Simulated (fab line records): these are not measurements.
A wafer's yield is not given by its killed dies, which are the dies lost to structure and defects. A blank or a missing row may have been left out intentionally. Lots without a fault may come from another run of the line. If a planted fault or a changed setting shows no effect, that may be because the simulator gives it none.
The tool behind it: which one? -- flow sky130 -- 24 lots with 72 wafers sampled at 2 steps, on a route of 708 steps

WHAT THE GAUGES SHOWED, per wafer
SKY_METAL1_OVL_MEAS_16.
lot,measured,on,METAL1_OVL (nm)
L074,day 32 23:17,overlay-01,-5 -2 1
L075,day 33 06:14,overlay-01,-2 -5 -4
L076,day 33 12:31,overlay-02,7 3 14
L077,day 33 17:53,overlay-01,-6 2 0
L078,day 34 04:41,overlay-01,-12 -11 -4
L079,day 34 11:44,overlay-01,-3 7 -3
L080,day 34 19:50,overlay-02,0 5 -1
L081,day 35 06:43,overlay-02,-2 -7 1
L082,day 35 15:44,overlay-01,-11 -3 -1
L083,day 36 02:59,overlay-01,5 -1 2
L084,day 36 03:31,overlay-02,-5 2 1
L085,day 36 11:12,overlay-01,-1 -7 -1
L086,day 36 15:34,overlay-02,6 0 7
L087,day 36 20:22,overlay-02,7 2 1
L088,day 37 14:59,overlay-01,16 13 15
L089,day 38 02:41,overlay-01,-5 -9 -1
L090,day 38 03:01,overlay-01,-5 -4 -4
L091,day 38 09:35,overlay-02,12 2 5
L092,day 38 15:43,overlay-02,6 6 3
L093,day 38 19:21,overlay-02,-9 0 -10
L094,day 39 05:50,overlay-01,-12 -12 -8
L095,day 39 06:54,overlay-02,-7 -2 -6
L096,day 39 14:05,overlay-01,2 -4 -1
L097,day 39 16:17,overlay-02,-6 6 0

EACH LOT AND THE TOOL THAT RAN IT (in order: tool; ch and the chambers of the sampled wafers; start)
lot,SKY_METAL1_SPUTTER_00
L074,"pvd-sputter-04, day 31 19:57"
L075,"pvd-sputter-02, day 32 02:33"
L076,"pvd-sputter-02, day 32 09:47"
L077,"pvd-sputter-04, day 32 14:41"
L078,"pvd-sputter-02, day 33 02:29"
L079,"pvd-sputter-04, day 33 08:17"
L080,"pvd-sputter-03, day 33 16:38"
L081,"pvd-sputter-03, day 34 04:20"
L082,"pvd-sputter-04, day 34 12:50"
L083,"pvd-sputter-03, day 35 00:25"
L084,"pvd-sputter-04, day 35 01:22"
L085,"pvd-sputter-02, day 35 09:31"
L086,"pvd-sputter-04, day 35 13:15"
L087,"pvd-sputter-04, day 35 18:41"
L088,"pvd-sputter-02, day 36 12:15"
L089,"pvd-sputter-03, day 36 23:29"
L090,"pvd-sputter-02, day 37 00:11"
L091,"pvd-sputter-03, day 37 08:04"
L092,"pvd-sputter-03, day 37 14:56"
L093,"pvd-sputter-02, day 37 18:08"
L094,"pvd-sputter-03, day 38 04:23"
L095,"pvd-sputter-04, day 38 05:32"
L096,"pvd-sputter-03, day 38 12:50"
L097,"pvd-sputter-02, day 38 14:59"
- SKY_METAL1_SPUTTER_00: material Ti, target thk 15 nm, time 10 s.

WHAT THE TOOLS THEMSELVES READ (means of the sampled wafers that have a number; where no wafer has one, the mark that the record gives instead)
SKY_METAL1_SPUTTER_00.
lot,tool,throttle-valve-pct (%)
L074,pvd-sputter-04,30.2
L075,pvd-sputter-02,31.0
L076,pvd-sputter-02,30.5
L077,pvd-sputter-04,30.3
L078,pvd-sputter-02,31.3
L079,pvd-sputter-04,30.9
L080,pvd-sputter-03,31.4
L081,pvd-sputter-03,30.8
L082,pvd-sputter-04,30.2
L083,pvd-sputter-03,30.1
L084,pvd-sputter-04,30.3
L085,pvd-sputter-02,30.6
L086,pvd-sputter-04,29.7
L087,pvd-sputter-04,30.1
L088,pvd-sputter-02,30.4
L089,pvd-sputter-03,32.3
L090,pvd-sputter-02,30.6
L091,pvd-sputter-03,31.1
L092,pvd-sputter-03,30.2
L093,pvd-sputter-02,31.3
L094,pvd-sputter-03,32.4
L095,pvd-sputter-04,30.6
L096,pvd-sputter-03,29.8
L097,pvd-sputter-02,31.3

THE ANSWER, worked out from the rows above alone
Rule: usual is defined by the lots themselves. Put in order of their means at a reading, lots are off if they are a third of the lots or fewer, leave a main group of 4 or more, and stand apart from it by a gap of 3 or more times the standard deviation of the main group's means; of several such gaps the widest counts. Not used: any main group whose means are identical at the precision the tables above print for the reading. Also off: a lot with no number at a reading for which 4 or more lots have one. The other lots that the step has rows for count as sound. After the gauges, taken in route order, come the tools' own readings; for these a lot's mean is taken, as printed above. The first step at which some lot is off is used, and at that step the reading that is off furthest; a lot without a number counts as furthest.
Nothing can be told from this: no lot is off at any reading shown.

WHAT HAD BEEN PUT IN BY THE SIMULATOR
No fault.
